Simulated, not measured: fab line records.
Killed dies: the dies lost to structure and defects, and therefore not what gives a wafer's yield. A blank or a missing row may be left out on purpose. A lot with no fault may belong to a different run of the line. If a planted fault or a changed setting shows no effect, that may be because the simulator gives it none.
The same fault as seen by 2 desks ; flow sky130 ; numbers are kept per desk, each desk with only its own; the story behind them comes last

== FROM THE METROLOGY DESK ==
What the gauges read, lot by lot, whatever tool the lot ran on: means of the sampled wafers that have a number. A lot is out of limits, marked OUT, if its mean lies more than 4 standard deviations from the usual mean; the brackets give that distance.
Columns: A = cdNm at SKY_FIELD_ISO_CD_MEAS_13, usual 150.0 nm; B = NWELL_OXIDATION_THK at SKY_NWELL_THK_MEAS_02, usual 9.91 nm; C = NWELL_RS at SKY_NWELL_RS_MEAS_29, usual 625.3 ohm/sq
lot;first seen here;A;B;C
L547;day 2 06:55;148.8;9.81;624.3
L548;day 2 09:07;150.2;9.88;626.9
L550;day 2 22:50;150.0;9.70;624.4
L551;day 3 02:02;147.6;9.68;623.3
L552;day 3 09:02;149.1;10.18;626.2
L555;day 4 01:07;150.0;10.03;625.4
L558;day 4 13:34;149.1;9.68;622.5
L559;day 4 18:24;109.5 (-24) OUT;-;-
L560;day 5 01:08;116.6 (-20) OUT;-;-
L561;day 5 07:22;151.5;9.69;626.3
L567;day 6 14:40;149.7;9.89;627.5
L568;day 6 18:02;147.1;9.91;627.9
L569;day 6 23:56;152.1;9.93;622.9
L570;day 7 03:53;150.3;10.12;626.8
This desk's verdict: out of limits on L559, L560, starting with L559 at day 4 18:24 (cdNm at SKY_FIELD_ISO_CD_MEAS_13). L547, L548, L550, L551, L552, L555, L558, L561, L567, L568, L569, L570 stayed within limits.

== DESK OF THE TOOL OWNER: krfScanner-02 ==
The tool's own readings at SKY_FIELD_ISO_EXPOSE_10 (exposes mask FOM, target cd 150 nm): means of the sampled wafers that have a number, for each lot that ran on this tool. A lot is out of limits, marked OUT, if its mean lies more than 4 standard deviations from the usual mean; the brackets give that distance.
Columns: A = exposureDoseMJCm2 at SKY_FIELD_ISO_EXPOSE_10, usual 28.02; B = focusOffsetNm at SKY_FIELD_ISO_EXPOSE_10, usual 0.1 nm
lot;first seen here;A;B
L548;day 2 01:52;28.15;-0.5
L552;day 3 01:13;28.14;0.5
L555;day 3 16:52;28.14;0.4
L558;day 4 05:43;28.17;0.3
L559;day 4 10:14;34.10 (+74) OUT;-0.5
L560;day 4 16:16;34.13 (+75) OUT;0.7
This desk's verdict: out of limits on L559, L560, starting with L559 at day 4 10:14 (exposureDoseMJCm2 at SKY_FIELD_ISO_EXPOSE_10). L548, L552, L555, L558 stayed within limits.

== BROUGHT TOGETHER ==
An alarm could have come from the tool owner's desk at day 4 10:14, on L559, L560.
On L559, L560, the metrology desk was in a position to raise an alarm at day 4 18:24.
On krfScanner-02, each named lot ran SKY_FIELD_ISO_EXPOSE_10.

== WHAT HAD BEEN PUT IN BY THE SIMULATOR ==
Process parameters drifting: krfScanner-02 at SKY_FIELD_ISO_EXPOSE_10, beginning at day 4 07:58. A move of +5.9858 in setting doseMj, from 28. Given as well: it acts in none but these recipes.
Lots struck among those shown: L559, L560.
Time in hours from fault onset to the first out-of-limits reading at each desk: tool owner's desk 2, metrology desk 10.
